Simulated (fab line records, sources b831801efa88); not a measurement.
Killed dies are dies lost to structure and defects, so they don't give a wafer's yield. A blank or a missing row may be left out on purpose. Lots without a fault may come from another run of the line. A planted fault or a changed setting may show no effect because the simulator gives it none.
Chamber matching | flow gf180mcu | GF_V3_CVD_02 on pecvd-01: 3 sister chambers
The step deposits SiO2 from TEOS, target thk 850 nm, time 93.19 s. 3 wafers are shown with their chamber, then 8 later ones without.

WAFERS WITH THEIR CHAMBER
wafer  | chamber | heater_power_outer_w (W)
L083.1 | 0       | 363
L089.3 | 2       | 318
L090.3 | 1       | 327

WAFERS WITHOUT THEIR CHAMBER
wafer  | heater_power_outer_w (W)
L090.4 | 307
L090.6 | 418
L091.1 | 460
L091.4 | 343
L091.6 | 304
L094.1 | 351
L094.4 | 294
L094.5 | 320

WHICH CHAMBER EACH WENT THROUGH
wafer  | from the rows above          | in truth
L090.4 | can't be placed: 2 or 1 or 0 | 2
L090.6 | can't be placed: 0 or 1 or 2 | 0
L091.1 | can't be placed: 0 or 1 or 2 | 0
L091.4 | can't be placed: 1 or 0 or 2 | 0
L091.6 | can't be placed: 2 or 1 or 0 | 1
L094.1 | can't be placed: 0 or 1 or 2 | 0
L094.4 | can't be placed: 2 or 1 or 0 | 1
L094.5 | can't be placed: 2 or 1 or 0 | 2
Placed correctly: 0 of 8. Can't be placed from these rows: 8 (the true chamber is among the candidates in 8). Placed wrongly: 0.
How it was worked out, from the rows above alone: a wafer's distance from a chamber is the root of the sum, over the readings, of the square of ((its reading less the chamber's mean) divided by the reading's scatter). The wafer belongs to the nearest chamber; if the next one is less than 2 further off, it can't be placed. A chamber's mean is the mean of its shown wafers. The scatter: with one shown wafer a chamber, the root of the mean of the squares of how far each hidden wafer lies from its nearest shown one.
